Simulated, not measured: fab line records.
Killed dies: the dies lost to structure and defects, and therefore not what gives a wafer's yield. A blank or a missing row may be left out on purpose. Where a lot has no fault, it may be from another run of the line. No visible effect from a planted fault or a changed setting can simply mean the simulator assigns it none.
fab line records	flow sky130
record lots=24	wafers=72	lastDay=50
route steps=708 shown PWDE@54 VT_ADJUST_NCORE@127 VIA1@473 VIA2@521 METAL3@535 VIA4@660
lots untouched by any fault: they come from a run of this same line in which no faults occurred
startH: hours from the record's first day to the start of the lot's first wafer shown	waitH: hours since the lot's step before	" as in the row above	L1.1+2: several wafers, shown together as one row	- value missing, or start not given	* or withheld: withheld	< > ~ a bound
route shown NAME@n: a module of which the file shows steps, and the number in the route of the first	usual: mean and standard deviation over wafers with no fault	same: alike in all rows	chamber/n: place in a boat	sites: per-site readings	_std_site: the standard deviation of these	_edge_site: outer sites' mean less inner sites'	radiusMm: how far each site lies from the wafer's centre	mask NAME#n: copy n	behind: the tool/chamber that last shaped the wafer	hold: why the lot was held/for how many hours/how that ended	device: the n, p or np transistor that did not switch	end of line: tests run on the same wafers once the route is complete	a step with no rows: only its recipe	killed: not the wafer's yield, but the dies lost to structure and defects at the first sort	map: a wafer's dies, marking killed ones x, the rest . and places with no die _
set.NAME: the run value of the setting; set.NAME@STEP: its run value at that earlier step	model.NAME: the simulator's own value behind a step, which no gauge read
the route's steps for a sample of lots (tables are steps, rows are wafers)
services: the hour from which a tool's chamber was out of use, counted from the record's first day as startH (under 0 if before that day), plus the number of hours and why
## steps
# step SKY_PWDE_STRIP_09
# recipe chemistry=O2/N2	powerW=1400	pressureMtorr=1500	platenTempC=withheld	o2FlowSccm=3000	n2FlowSccm=300	overashFraction=0.5
# usual drypumpMotorCurrentA=5.6/0.57	oesProductAu=0.722/0.0041	stripTimeToEndpointS=36.90/0.12
lot.wafer	tool	chamber	startH	waitH	drypumpMotorCurrentA	oesProductAu	rfHoursCounterH	stripTimeToEndpointS
L074.2	plasmaAsher-03	1	71.02	0.1	6.7	0.722	40	36.95
L074.3	"	0	"	"	5.9	0.715	-	36.80
L074.4	"	1	"	"	6.7	0.728	-	36.85
L075.2	plasmaAsher-04	1	74.64	0.1	5.2	0.724	27	37.08
L075.4	"	1	"	"	5.2	0.720	-	36.86
L075.5	"	1	"	"	5.2	0.715	-	37.06
L076.1	plasmaAsher-04	1	81.59	0.1	5.2	0.721	27	36.75
L076.2	"	0	"	"	5.2	0.719	27	36.78
L076.4	"	1	"	"	5.2	0.720	-	36.64
L077.2	plasmaAsher-03	1	90.90	0.1	6.7	0.724	42	36.95
L077.3	"	0	"	"	5.9	0.723	-	36.90
L077.4	"	1	"	"	6.7	0.729	-	37.02
L078.2	plasmaAsher-04	0	93.39	0.1	5.2	0.719	29	36.97
L078.3	"	0	"	"	5.2	0.719	-	36.91
L078.6	"	1	"	"	5.1	0.721	-	37.03
L079.1	plasmaAsher-04	0	100.12	0.1	5.2	0.717	29	36.90
L079.4	"	1	"	"	5.2	0.717	-	37.00
L079.5	"	0	"	"	5.2	0.724	-	36.95
L080.2	plasmaAsher-01	0	104.60	0.1	5.2	0.725	39	36.86
L080.4	"	1	"	"	5.3	0.730	-	37.00
L080.6	"	1	"	"	5.3	0.718	-	36.82
L081.1	plasmaAsher-03	0	105.55	0.1	5.9	0.724	44	36.90
L081.3	"	1	"	"	6.7	0.719	-	36.94
L081.4	"	0	"	"	5.8	0.727	-	36.97
L082.1	plasmaAsher-01	0	114.32	0.1	5.2	0.723	40	36.92
L082.3	"	1	"	"	5.3	0.713	-	36.90
L082.4	"	0	"	"	5.2	0.722	-	36.84
L083.1	plasmaAsher-01	0	121.79	0.1	5.2	0.722	41	36.83
L083.2	"	1	"	"	5.3	0.717	41	36.75
L083.5	"	1	"	"	5.3	0.718	-	36.88
L084.1	plasmaAsher-03	0	124.89	0.1	5.9	0.729	1	36.79
L084.3	"	1	"	"	6.7	0.722	-	36.76
L084.6	"	1	"	"	6.7	0.727	-	36.76
L085.3	plasmaAsher-03	0	131.60	0.1	5.9	0.724	-	36.89
L085.5	"	0	"	"	5.9	0.721	-	36.87
L085.6	"	1	"	"	6.8	0.721	-	36.84
L086.1	plasmaAsher-01	1	137.37	0.1	5.3	0.725	43	36.96
L086.3	"	1	"	"	5.4	0.715	-	37.20
L086.4	"	0	"	"	5.2	0.721	-	37.02
L087.3	plasmaAsher-03	0	140.43	0.1	5.9	0.726	-	36.82
L087.5	"	0	"	"	5.9	0.717	-	36.84
L087.6	"	1	"	"	6.7	0.723	-	36.73
L088.2	plasmaAsher-01	0	146.70	0.1	5.2	0.725	43	37.03
L088.3	"	0	"	"	5.2	0.728	-	36.95
L088.6	"	0	"	"	5.2	0.722	-	36.93
L089.1	plasmaAsher-04	1	151.72	0.1	5.1	0.725	34	36.85
L089.2	"	0	"	"	5.2	0.722	34	36.91
L089.5	"	0	"	"	5.2	0.722	-	36.89
L090.1	plasmaAsher-04	0	160.10	0.1	5.2	0.718	35	36.91
L090.3	"	0	"	"	5.2	0.722	-	36.96
L090.6	"	1	"	"	5.2	0.723	-	36.94
L091.2	plasmaAsher-03	0	164.12	0.1	5.9	0.727	4	36.80
L091.3	"	1	"	"	6.7	0.710	-	36.85
L091.6	"	1	"	"	6.7	0.719	-	36.93
L092.1	plasmaAsher-03	1	170.05	0.1	6.7	0.723	5	36.76
L092.4	"	0	"	"	5.9	0.725	-	36.74
L092.6	"	0	"	"	5.9	0.722	-	36.66
L093.2	plasmaAsher-04	0	176.09	0.1	5.2	0.719	37	36.87
L093.4	"	1	"	"	5.2	0.719	-	36.88
L093.5	"	0	"	"	5.2	0.720	-	36.93
L094.2	plasmaAsher-01	0	183.37	0.1	5.3	0.726	47	36.97
L094.5	"	1	"	"	5.3	0.723	-	36.91
L094.6	"	0	"	"	5.2	0.724	-	36.91
L095.2	plasmaAsher-01	1	189.20	0.1	5.3	0.718	47	36.83
L095.4	"	0	"	"	5.3	0.724	-	36.86
L095.5	"	0	"	"	5.2	0.721	-	36.85
L096.3	plasmaAsher-03	1	192.69	0.1	6.7	0.721	-	37.21
L096.4	"	0	"	"	5.9	0.729	-	37.22
L096.5	"	1	"	"	6.8	0.728	-	37.27
L097.1	plasmaAsher-01	1	197.94	0.2	5.3	0.727	49	36.89
L097.4	"	0	"	"	5.3	0.727	-	36.87
L097.6	"	1	"	"	5.3	0.722	-	36.70
# step SKY_VT_ADJUST_NCORE_OVL_MEAS_08
# usual VT_ADJUST_NCORE_OVL=0.5/1.3
lot.wafer	tool	chamber	startH	waitH	VT_ADJUST_NCORE_OVL[nm]
L074.2	overlay-02	-	187.89	0.1	1.1
L074.3	"	-	"	"	1.3
L074.4	"	-	"	"	1.9
L075.2	overlay-02	-	190.68	0.1	-1.1
L075.4	"	-	"	"	-0.8
L075.5	"	-	"	"	-1.0
L076.1	overlay-02	-	199.85	0.1	1.1
L076.2	"	-	"	"	-1.5
L076.4	"	-	"	"	1.1
L077.2	overlay-01	-	212.48	0.1	-0.3
L077.3	"	-	"	"	-0.2
L077.4	"	-	"	"	0.4
L078.2	overlay-02	-	217.01	0.1	1.1
L078.3	"	-	"	"	0.7
L078.6	"	-	"	"	-1.0
L079.1	overlay-01	-	224.43	0.1	-0.5
L079.4	"	-	"	"	-0.8
L079.5	"	-	"	"	0.3
L080.2	overlay-02	-	230.08	0.1	-0.6
L080.4	"	-	"	"	-0.3
L080.6	"	-	"	"	1.2
L081.1	overlay-01	-	230.75	0.1	0.8
L081.3	"	-	"	"	1.0
L081.4	"	-	"	"	0.1
L082.1	overlay-01	-	242.60	0.1	3.3
L082.3	"	-	"	"	1.5
L082.4	"	-	"	"	2.8
L083.1	overlay-02	-	251.58	0.1	0.9
L083.2	"	-	"	"	0.9
L083.5	"	-	"	"	-0.2
L084.1	overlay-01	-	254.95	0.1	1.8
L084.3	"	-	"	"	0.8
L084.6	"	-	"	"	1.5
L085.3	overlay-02	-	266.30	0.1	-0.3
L085.5	"	-	"	"	-1.2
L085.6	"	-	"	"	-1.5
L086.1	overlay-01	-	272.88	0.1	2.6
L086.3	"	-	"	"	0.7
L086.4	"	-	"	"	2.3
L087.3	overlay-01	-	275.64	0.1	2.1
L087.5	"	-	"	"	1.3
L087.6	"	-	"	"	1.5
L088.2	overlay-02	-	284.44	0.1	-0.5
L088.3	"	-	"	"	0.0
L088.6	"	-	"	"	-1.7
L089.1	overlay-01	-	292.64	0.1	0.7
L089.2	"	-	"	"	1.0
L089.5	"	-	"	"	2.5
L090.1	overlay-02	-	301.10	0.1	0.6
L090.3	"	-	"	"	1.6
L090.6	"	-	"	"	0.7
L091.2	overlay-02	-	306.04	0.1	1.4
L091.3	"	-	"	"	0.0
L091.6	"	-	"	"	0.2
L092.1	overlay-02	-	313.00	0.1	-1.6
L092.4	"	-	"	"	-1.5
L092.6	"	-	"	"	-2.7
L093.2	overlay-01	-	321.39	0.1	1.4
L093.4	"	-	"	"	0.2
L093.5	"	-	"	"	2.6
L094.2	overlay-01	-	332.11	0.1	-0.3
L094.5	"	-	"	"	-0.9
L094.6	"	-	"	"	-1.2
L095.2	overlay-01	-	335.11	0.1	2.9
L095.4	"	-	"	"	2.3
L095.5	"	-	"	"	0.8
L096.3	overlay-01	-	341.56	0.1	-1.6
L096.4	"	-	"	"	-1.3
L096.5	"	-	"	"	-0.5
L097.1	overlay-01	-	348.30	0.1	0.8
L097.4	"	-	"	"	0.4
L097.6	"	-	"	"	0.4
# step SKY_VIA1_ETCH_15
# recipe target=SiO2	chemistry=C4F8/O2/Ar	targetDepthNm=351	stopOn=TiN	maskMaterial=KrF-thick	sourceW=1500	biasW=1200	pressureMtorr=40	c4f8FlowSccm=withheld	O2_flow_sccm=6	Ar_flow_sccm=300	timeS=54
# usual oesProductAu=0.980/0.0069
lot.wafer	tool	chamber	startH	waitH	oesProductAu	rfHoursCounterH
L074.2	rieDiel-01	0	800.01	0.0	0.986	5
L074.3	"	2	"	"	0.984	32
L074.4	"	1	"	"	0.974	-
L075.2	rieDiel-04	3	805.70	0.0	0.975	9
L075.4	"	2	"	"	0.977	8
L075.5	"	1	"	"	0.981	-
L076.1	rieDiel-03	1	823.28	0.0	0.983	17
L076.2	"	0	"	"	0.971	18
L076.4	"	3	"	"	0.982	12
L077.2	rieDiel-01	3	825.21	0.0	0.979	0
L077.3	"	1	"	"	0.977	23
L077.4	"	0	"	"	0.984	-
L078.2	rieDiel-03	0	839.06	0.0	0.960	18
L078.3	"	3	"	"	0.975	13
L078.6	"	3	"	"	0.978	-
L079.1	rieDiel-04	2	846.21	0.0	0.977	9
L079.4	"	0	"	"	0.989	17
L079.5	"	2	"	"	0.976	-
L081.1	rieDiel-01	3	849.53	0.0	0.974	1
L081.3	"	1	"	"	0.985	-
L081.4	"	3	"	"	0.980	-
L080.2	rieDiel-01	1	850.57	0.0	0.976	24
L080.4	"	1	"	"	0.983	-
L080.6	"	1	"	"	0.975	-
L082.1	rieDiel-03	3	864.10	0.0	0.982	13
L082.3	"	1	"	"	0.984	18
L082.4	"	0	"	"	0.961	19
L083.1	rieDiel-01	1	869.45	0.0	0.981	25
L083.2	"	0	"	"	0.990	8
L083.5	"	3	"	"	0.974	-
L084.1	rieDiel-01	0	873.01	0.0	0.983	8
L084.3	"	2	"	"	0.983	0
L084.6	"	3	"	"	0.978	-
L085.3	rieDiel-04	3	887.31	0.0	0.988	11
L085.5	"	0	"	"	0.984	-
L085.6	"	1	"	"	0.975	-
L086.1	rieDiel-01	0	893.18	0.0	0.995	8
L086.3	"	2	"	"	0.994	1
L086.4	"	3	"	"	0.982	3
L087.3	rieDiel-04	3	899.55	0.0	0.980	11
L087.5	"	3	"	"	0.982	-
L087.6	"	2	"	"	0.992	-
L088.2	rieDiel-03	2	902.03	0.0	0.986	23
L088.3	"	0	"	"	0.974	20
L088.6	"	0	"	"	0.973	-
L089.1	rieDiel-03	2	908.03	0.0	0.973	23
L089.2	"	1	"	"	0.985	20
L089.5	"	2	"	"	0.978	-
L090.1	rieDiel-03	0	917.28	0.0	0.971	21
L090.3	"	1	"	"	0.988	20
L090.6	"	1	"	"	0.990	-
L091.2	rieDiel-03	2	924.31	0.0	0.982	24
L091.3	"	0	"	"	0.967	21
L091.6	"	3	"	"	0.986	-
L092.1	rieDiel-01	3	935.95	0.0	0.982	4
L092.4	"	1	"	"	0.982	27
L092.6	"	3	"	"	0.978	-
L093.2	rieDiel-03	2	936.30	0.0	0.973	24
L093.4	"	3	"	"	0.976	16
L093.5	"	1	"	"	0.988	-
L095.2	rieDiel-04	1	950.01	0.0	0.988	12
L095.4	"	2	"	"	0.979	12
L095.5	"	0	"	"	0.986	-
L094.2	rieDiel-03	0	951.70	0.0	0.976	22
L094.5	"	0	"	"	0.968	-
L094.6	"	3	"	"	0.976	-
L096.3	rieDiel-03	3	954.73	0.0	0.982	16
L096.4	"	2	"	"	0.974	25
L096.5	"	3	"	"	0.985	-
L097.1	rieDiel-03	3	958.36	0.0	0.976	16
L097.4	"	2	"	"	0.985	25
L097.6	"	0	"	"	0.973	-
# step SKY_VIA2_ETCH_14
# recipe chemistry=N2/H2	target=BARC	ionEnergyEv=200	sourceW=500	biasW=100	pressureMtorr=30	n2FlowSccm=100	h2FlowSccm=200	stopOn=SiO2	timeS=45.9	targetDepthA=600
# usual drypumpMotorCurrentA=5.7/0.5	oesProductAu=0.854/0.005	throttleValvePct=13.225/0.0099
lot.wafer	tool	chamber	startH	waitH	drypumpMotorCurrentA	oesProductAu	rfHoursCounterH	throttleValvePct
L074.2	rieDiel-04	3	856.32	0.0	4.9	0.848	10	13.237
L074.3	"	2	"	"	6.4	0.852	10	13.234
L074.4	"	0	"	"	5.1	0.851	18	13.228
L075.2	rieDiel-02	0	860.89	0.0	5.3	0.852	16	13.218
L075.4	"	2	"	"	6.4	0.854	22	13.219
L075.5	"	1	"	"	6.4	0.857	-	13.236
L076.1	rieDiel-04	2	878.74	0.0	6.3	0.852	10	13.225
L076.2	"	3	"	"	4.9	0.857	11	13.228
L076.4	"	0	"	"	5.0	0.845	18	13.231
L077.2	rieDiel-04	1	881.84	0.0	5.6	0.857	10	13.231
L077.3	"	0	"	"	5.1	0.853	18	13.225
L077.4	"	3	"	"	4.9	0.860	11	13.225
L078.2	rieDiel-02	2	894.22	0.0	6.4	0.854	23	13.222
L078.3	"	1	"	"	6.3	0.856	4	13.224
L078.6	"	2	"	"	6.5	0.857	-	13.235
L079.1	rieDiel-01	2	901.04	0.0	5.6	0.850	1	13.214
L079.4	"	3	"	"	5.9	0.847	3	13.218
L079.5	"	3	"	"	5.8	0.853	-	13.225
L081.1	rieDiel-01	0	904.79	0.0	6.0	0.854	9	13.224
L081.3	"	1	"	"	6.0	0.856	26	13.218
L081.4	"	3	"	"	5.8	0.852	3	13.226
L080.2	rieDiel-04	2	905.44	0.0	6.3	0.860	11	13.220
L080.4	"	1	"	"	5.5	0.852	11	13.221
L080.6	"	2	"	"	6.4	0.851	-	13.226
L082.1	rieDiel-02	1	917.89	0.0	6.4	0.849	5	13.229
L082.3	"	2	"	"	6.5	0.845	24	13.218
L082.4	"	0	"	"	5.3	0.856	18	13.221
L083.1	rieDiel-02	2	922.82	0.0	6.5	0.848	24	13.217
L083.2	"	1	"	"	6.3	0.850	5	13.234
L083.5	"	2	"	"	6.5	0.846	-	13.238
L084.1	rieDiel-04	1	927.34	0.0	5.5	0.860	11	13.200
L084.3	"	0	"	"	5.0	0.855	20	13.215
L084.6	"	0	"	"	5.1	0.857	-	13.230
L085.3	rieDiel-04	0	940.67	0.0	5.1	0.855	20	13.208
L085.5	"	3	"	"	4.9	0.858	-	13.237
L085.6	"	2	"	"	6.4	0.861	-	13.243
L086.1	rieDiel-01	1	946.24	0.0	6.0	0.857	27	13.213
L086.3	"	2	"	"	5.6	0.854	2	13.239
L086.4	"	2	"	"	5.6	0.838	-	13.207
L087.3	rieDiel-01	1	952.84	0.0	6.0	0.860	27	13.220
L087.5	"	1	"	"	6.0	0.848	-	13.236
L087.6	"	2	"	"	5.6	0.854	-	13.232
L088.2	rieDiel-04	1	954.29	0.0	5.6	0.857	12	13.223
L088.3	"	3	"	"	4.9	0.848	13	13.225
L088.6	"	3	"	"	4.9	0.850	-	13.239
L089.1	rieDiel-01	2	961.57	0.0	5.6	0.856	3	13.214
L089.2	"	0	"	"	6.0	0.853	10	13.214
L089.5	"	2	"	"	5.6	0.854	-	13.229
L090.1	rieDiel-02	0	970.24	0.0	5.3	0.855	20	13.228
L090.3	"	1	"	"	6.3	0.856	6	13.235
L090.6	"	0	"	"	5.3	0.850	-	13.227
L091.2	rieDiel-01	0	977.77	0.0	6.0	0.848	10	13.232
L091.3	"	1	"	"	6.0	0.860	28	13.206
L091.6	"	1	"	"	6.0	0.852	-	13.214
L092.1	rieDiel-04	0	987.74	0.0	5.1	0.861	21	13.228
L092.4	"	3	"	"	4.9	0.858	14	13.225
L092.6	"	3	"	"	4.9	0.860	-	13.230
L093.2	rieDiel-01	1	988.04	0.0	6.0	0.853	28	13.225
L093.4	"	0	"	"	6.0	0.854	11	13.216
L093.5	"	1	"	"	6.0	0.855	-	13.228
L095.2	rieDiel-02	0	1002.94	0.0	5.3	0.854	21	13.231
L095.4	"	1	"	"	6.4	0.862	7	13.232
L095.5	"	2	"	"	6.4	0.852	-	13.220
L094.2	rieDiel-01	2	1004.14	0.0	5.6	0.847	5	13.235
L094.5	"	3	"	"	5.8	0.860	-	13.213
L094.6	"	2	"	"	5.6	0.847	-	13.225
L096.3	rieDiel-04	3	1005.97	0.0	4.9	0.858	15	13.230
L096.4	"	2	"	"	6.3	0.860	13	13.243
L096.5	"	3	"	"	4.9	0.851	-	13.221
L097.1	rieDiel-01	3	1008.79	0.0	5.8	0.860	6	13.245
L097.4	"	0	"	"	6.0	0.862	11	13.228
L097.6	"	0	"	"	6.0	0.855	-	13.224
# step SKY_METAL3_SPUTTER_03
# recipe material=Ti	targetThkNm=5	powerW=3000	timeS=3.3	chamberPressurePa=0.4
# usual throttleValvePct=30.0/1.3
lot.wafer	tool	chamber	startH	waitH	throttleValvePct
L074.2	pvdSputter-01	-	857.78	0.0	31.4
L074.3	"	-	"	"	27.5
L074.4	"	-	"	"	27.7
L075.2	pvdSputter-03	-	862.35	0.0	30.6
L075.4	"	-	"	"	28.6
L075.5	"	-	"	"	28.6
L076.1	pvdSputter-02	-	880.21	0.0	29.4
L076.2	"	-	"	"	30.1
L076.4	"	-	"	"	29.0
L077.2	pvdSputter-01	-	883.34	0.0	27.6
L077.3	"	-	"	"	31.1
L077.4	"	-	"	"	31.5
L078.2	pvdSputter-01	-	895.68	0.0	31.8
L078.3	"	-	"	"	31.3
L078.6	"	-	"	"	31.4
L079.1	pvdSputter-01	-	902.50	0.0	31.2
L079.4	"	-	"	"	29.9
L079.5	"	-	"	"	29.9
L081.1	pvdSputter-01	-	906.38	0.0	31.5
L081.3	"	-	"	"	31.2
L081.4	"	-	"	"	30.0
L080.2	pvdSputter-01	-	906.98	0.0	31.6
L080.4	"	-	"	"	31.4
L080.6	"	-	"	"	30.1
L082.1	pvdSputter-01	-	919.34	0.0	31.3
L082.3	"	-	"	"	31.6
L082.4	"	-	"	"	29.9
L083.1	pvdSputter-01	-	924.31	0.0	31.3
L083.2	"	-	"	"	31.2
L083.5	"	-	"	"	27.4
L084.1	pvdSputter-01	-	928.94	0.0	27.7
L084.3	"	-	"	"	31.6
L084.6	"	-	"	"	31.3
L085.3	pvdSputter-03	-	944.70	0.0	28.5
L085.5	"	-	"	"	28.9
L085.6	"	-	"	"	30.4
L086.1	pvdSputter-03	-	947.96	0.0	30.0
L086.3	"	-	"	"	28.7
L086.4	"	-	"	"	30.1
L087.3	pvdSputter-01	-	955.16	0.0	27.6
L087.5	"	-	"	"	30.0
L087.6	"	-	"	"	27.4
L088.2	pvdSputter-02	-	956.81	0.0	29.6
L088.3	"	-	"	"	30.3
L088.6	"	-	"	"	30.3
L089.1	pvdSputter-01	-	963.03	0.0	31.5
L089.2	"	-	"	"	27.7
L089.5	"	-	"	"	31.5
L090.1	pvdSputter-02	-	971.69	0.0	31.1
L090.3	"	-	"	"	29.0
L090.6	"	-	"	"	28.7
L091.2	pvdSputter-01	-	979.23	0.0	31.6
L091.3	"	-	"	"	29.8
L091.6	"	-	"	"	31.0
L092.1	pvdSputter-02	-	989.29	0.0	28.8
L092.4	"	-	"	"	31.2
L092.6	"	-	"	"	31.2
L093.2	pvdSputter-03	-	989.49	0.0	30.3
L093.4	"	-	"	"	28.6
L093.5	"	-	"	"	30.1
L095.2	pvdSputter-01	-	1004.40	0.0	31.7
L095.4	"	-	"	"	31.2
L095.5	"	-	"	"	27.5
L094.2	pvdSputter-03	-	1005.63	0.0	28.5
L094.5	"	-	"	"	30.1
L094.6	"	-	"	"	30.2
L096.3	pvdSputter-02	-	1008.26	0.0	28.7
L096.4	"	-	"	"	30.9
L096.5	"	-	"	"	28.9
L097.1	pvdSputter-02	-	1010.25	0.0	29.6
L097.4	"	-	"	"	30.1
L097.6	"	-	"	"	28.8
# step SKY_VIA4_CMP_21
# recipe stopOn=SiO2	tOverpolishS=25	downForcePsi=3.5	platenRpm=60	targetThkNm=0	padVelocityMS=0.94248
# usual headPressurePsi=3.500/0.008	motorCurrentA=11.0/0.71	overpolishRunS=24.999/0.0088	timeToEndpointS=122/5.2
lot.wafer	tool	chamber	startH	waitH	headPressurePsi	motorCurrentA	overpolishRunS	timeToEndpointS
L074.3	cmp-02	1	1013.20	0.1	3.498	10.7	25.015	122
L074.4	"	2	"	"	3.500	10.8	24.987	123
L074.2	"	3	"	"	3.500	10.5	25.010	120
L075.4	cmp-01	0	1020.25	0.1	3.488	11.4	25.007	118
L075.2	"	1	"	"	3.510	11.3	24.988	109
L075.5	"	2	"	"	3.515	10.7	24.991	118
L076.2	cmp-01	0	1033.46	0.1	3.514	11.8	25.009	128
L076.4	"	1	"	"	3.489	11.2	25.004	116
L076.1	"	3	"	"	3.497	11.0	25.008	133
L077.2	cmp-01	0	1036.71	0.0	3.511	11.9	25.011	131
L077.4	"	1	"	"	3.505	10.9	25.000	120
L077.3	"	3	"	"	3.494	11.2	24.991	133
L078.2	cmp-01	1	1048.08	0.1	3.516	10.4	25.007	118
L078.3	"	3	"	"	3.493	10.7	25.000	135
L078.6	"	0	"	"	3.505	11.9	25.001	127
L079.1	cmp-01	0	1054.72	0.1	3.485	11.7	24.995	126
L079.4	"	1	"	"	3.499	11.6	25.012	112
L079.5	"	0	"	"	3.499	11.4	25.004	123
L081.3	cmp-02	0	1055.21	0.0	3.499	12.0	24.981	123
L081.4	"	1	"	"	3.495	10.1	25.006	114
L081.1	"	3	"	"	3.502	9.8	25.020	117
L080.4	cmp-01	1	1056.46	0.0	3.519	12.0	24.987	115
L080.2	"	0	"	"	3.498	11.7	24.998	125
L080.6	"	1	"	"	3.510	10.8	24.999	115
L082.3	cmp-02	3	1065.97	0.0	3.499	9.8	24.982	120
L082.1	"	1	"	"	3.498	10.0	24.995	120
L082.4	"	2	"	"	3.489	10.3	25.007	121
L083.1	cmp-01	3	1072.32	0.1	3.501	11.3	25.007	131
L083.2	"	2	"	"	3.505	10.4	25.004	125
L083.5	"	0	"	"	3.500	11.6	25.008	121
L084.1	cmp-01	1	1076.01	0.1	3.495	11.6	25.002	113
L084.3	"	3	"	"	3.507	11.0	24.995	132
L084.6	"	1	"	"	3.503	11.8	24.978	116
L085.3	cmp-02	0	1087.04	0.4	3.501	11.8	24.997	126
L085.6	"	2	"	"	3.516	10.9	24.997	121
L085.5	"	3	"	"	3.486	9.8	24.974	122
L086.3	cmp-02	1	1091.05	0.1	3.493	10.5	24.998	120
L086.1	"	2	"	"	3.499	10.4	25.001	121
L086.4	"	3	"	"	3.500	10.3	24.997	116
L087.3	cmp-01	1	1098.33	0.0	3.499	10.9	24.995	114
L087.5	"	1	"	"	3.495	11.4	25.002	110
L087.6	"	2	"	"	3.489	10.6	24.990	131
L088.2	cmp-02	2	1100.19	0.0	3.489	10.9	24.993	118
L088.3	"	0	"	"	3.508	11.9	25.002	127
L088.6	"	3	"	"	3.508	10.5	24.988	121
L089.2	cmp-01	0	1105.28	0.0	3.494	11.9	24.995	125
L089.1	"	1	"	"	3.508	11.3	24.995	115
L089.5	"	0	"	"	3.503	11.9	25.019	126
L090.3	cmp-02	2	1111.53	0.1	3.509	10.8	25.008	122
L090.1	"	0	"	"	3.499	12.4	24.982	130
L090.6	"	1	"	"	3.504	10.0	25.000	122
L091.3	cmp-02	3	1118.46	0.1	3.503	10.1	25.011	118
L091.2	"	1	"	"	3.498	9.9	24.997	117
L091.6	"	2	"	"	3.494	10.7	24.996	121
L092.4	cmp-02	3	1126.71	0.1	3.501	10.2	25.001	124
L092.1	"	0	"	"	3.497	12.2	25.008	126
L092.6	"	3	"	"	3.491	9.8	25.001	125
L093.2	cmp-01	2	1127.35	0.1	3.506	10.8	24.995	122
L093.4	"	3	"	"	3.511	11.3	25.001	122
L093.5	"	1	"	"	3.489	11.5	24.987	113
L095.2	cmp-01	1	1138.66	0.0	3.501	11.5	24.995	112
L095.4	"	0	"	"	3.507	12.0	24.989	125
L095.5	"	1	"	"	3.500	12.0	24.998	114
L094.2	cmp-02	0	1140.84	0.1	3.493	12.6	24.992	121
L094.5	"	2	"	"	3.498	11.0	24.991	117
L094.6	"	3	"	"	3.509	10.2	24.997	116
L096.3	cmp-02	2	1143.50	0.1	3.485	10.2	24.993	123
L096.4	"	3	"	"	3.489	10.3	24.993	119
L096.5	"	2	"	"	3.493	10.6	25.013	120
L097.4	cmp-02	1	1144.16	0.0	3.502	10.2	25.003	120
L097.1	"	0	"	"	3.499	11.7	24.999	123
L097.6	"	1	"	"	3.496	10.0	24.991	123
## services
tool	chamber	startH	hours	kind
rieDiel-04	1	55.98	4.4	repair
rieDiel-04	3	57.31	5.7	repair
rieDiel-01	0	75.38	2.4	repair
rieDiel-01	-	137.49	1.0	repair
rieDiel-01	3	166.87	5.1	repair
rieDiel-01	2	196.81	7.9	repair
rieDiel-01	3	208.46	1.5	repair
rieDiel-01	-	303.15	0.5	repair
rieDiel-01	2	351.24	8.3	repair
rieDiel-01	0	378.23	2.7	repair
rieDiel-01	1	380.39	7.9	repair
rieDiel-01	3	383.32	1.5	repair
rieDiel-01	-	681.04	0.7	repair
rieDiel-01	0	690.94	20.6	repair
rieDiel-01	3	691.37	3.4	repair
rieDiel-01	2	721.97	8.9	repair
rieDiel-01	1	784.46	5.9	repair
rieDiel-01	-	792.20	2.8	pm
rieDiel-01	3	820.85	2.8	repair
rieDiel-01	2	825.05	16.2	repair
rieDiel-01	0	849.31	5.6	repair
rieDiel-01	2	873.41	3.2	repair
rieDiel-01	3	945.28	13.7	repair
rieDiel-01	0	962.08	4.7	repair
## key
fault none
